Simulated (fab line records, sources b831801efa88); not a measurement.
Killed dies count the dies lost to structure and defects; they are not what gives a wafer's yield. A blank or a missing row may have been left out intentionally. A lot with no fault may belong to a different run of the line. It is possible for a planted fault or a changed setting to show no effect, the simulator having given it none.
8D (eight disciplines) problem report, filled in by code / flow sky130 / the parts of the form that need people (team, actions taken, sign-off) are left out

## 1. WHAT IS WRONG
Across 6 wafers from 2 lots, VT_ADJUST_NCORE_TW at SKY_VT_ADJUST_NCORE_TW_MEAS_11 averages 232.4, while fault-free wafers read 220.0 with a standard deviation of 1.2. Measured from the usual mean, that is +10 standard deviations.
Earliest sighting: wafer L160.2 on film-metro-03 at day 12 15:52. At this step, 36 wafers from 12 lots have a number in the record. Rule for "out" (also "out of limits"): further than 4 standard deviations from the usual mean. Any other wafer with a number is counted as sound.

## 2. WHAT IT IS; WHAT IT IS NOT
question=which readings at this step | is=VT_ADJUST_NCORE_TW | is not=-
question=which lots | is=L160, L161 | is not=L146, L147, L151, L152, L154, L155, L157, L162, L167, L168
question=which wafers of those lots | is=all that have a number | is not=-
question=read on which gauges | is=film-metro-03, film-metro-04 | is not=film-metro-02
question=when | is=from day 12 15:52 | is not=up to then (21 sound wafers); but 9 sound wafers of L162, L167, L168 came after

## 3. SUSPECTS, AND WHAT RULES EACH OUT
Counting: a tool at any process step up to the reading remains a suspect when it ran all the lots that are out and ran no sound lot after the first of those.
- the gauge at SKY_VT_ADJUST_NCORE_TW_MEAS_11: ruled out. Those wafers that are out were read across 2 gauges (film-metro-03, film-metro-04).
- implanter-02 at SKY_VT_ADJUST_NCORE_IMPLANT_09: kept. It ran every lot that is out, first L160 (day 12 15:38), and no sound lot after that; its last sound lot up to then is L155 (day 11 04:44). Out on those wafers are its own readings of dose-ions-cm2, faraday-current-uA.
Left after counting: implanter-02 at SKY_VT_ADJUST_NCORE_IMPLANT_09.

## 4. THE CAUSE (what the simulator had put in)
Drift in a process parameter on implanter-02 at SKY_VT_ADJUST_NCORE_IMPLANT_09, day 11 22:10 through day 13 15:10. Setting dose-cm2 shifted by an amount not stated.
Only this tool survived the counting.

## 5. THE EFFECT CHAIN, in route order
Rows list readings where the struck wafers' mean (over those with a number) sits beyond 3 standard deviations from the usual. Only readings whose record carries a usual standard deviation are examined. hours: median over the lots of the time between each lot's start at the first step of this table that gives one and its start at this step. sigmas: the change, counted in usual standard deviations.
hours=0; step=SKY_VT_ADJUST_NCORE_IMPLANT_09; reading=dose-ions-cm2; usual=2.3997e+12; on struck wafers=2.8961e+12; change=+4.9640e+11; sigmas=+99 or more
hours=0; step=SKY_VT_ADJUST_NCORE_IMPLANT_09; reading=faraday-current-uA; usual=13.54; on struck wafers=15.99; change=+2.46; sigmas=+9.8
hours=0; step=SKY_VT_ADJUST_NCORE_TW_MEAS_11; reading=VT_ADJUST_NCORE_TW; usual=220.0; on struck wafers=232.4; change=+12.4; sigmas=+10
Its process steps:
- SKY_VT_ADJUST_NCORE_IMPLANT_09

## 6. HOW IT WOULD HAVE BEEN CAUGHT EARLIER
The first out-of-limits reading at a measuring or inspecting step in this record came at day 12 15:52, 18 hours after the fault's start at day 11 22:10.
At SKY_VT_ADJUST_NCORE_IMPLANT_09, the tool's own readings (dose-ions-cm2, faraday-current-uA) were out on each struck wafer the step has a row for, so an alarm limit on them would have fired on the first such wafer.
Lots out: 2; of these, L161 started SKY_VT_ADJUST_NCORE_IMPLANT_09 on implanter-02 after day 12 15:52. Putting the tool on hold at that point would have spared it.
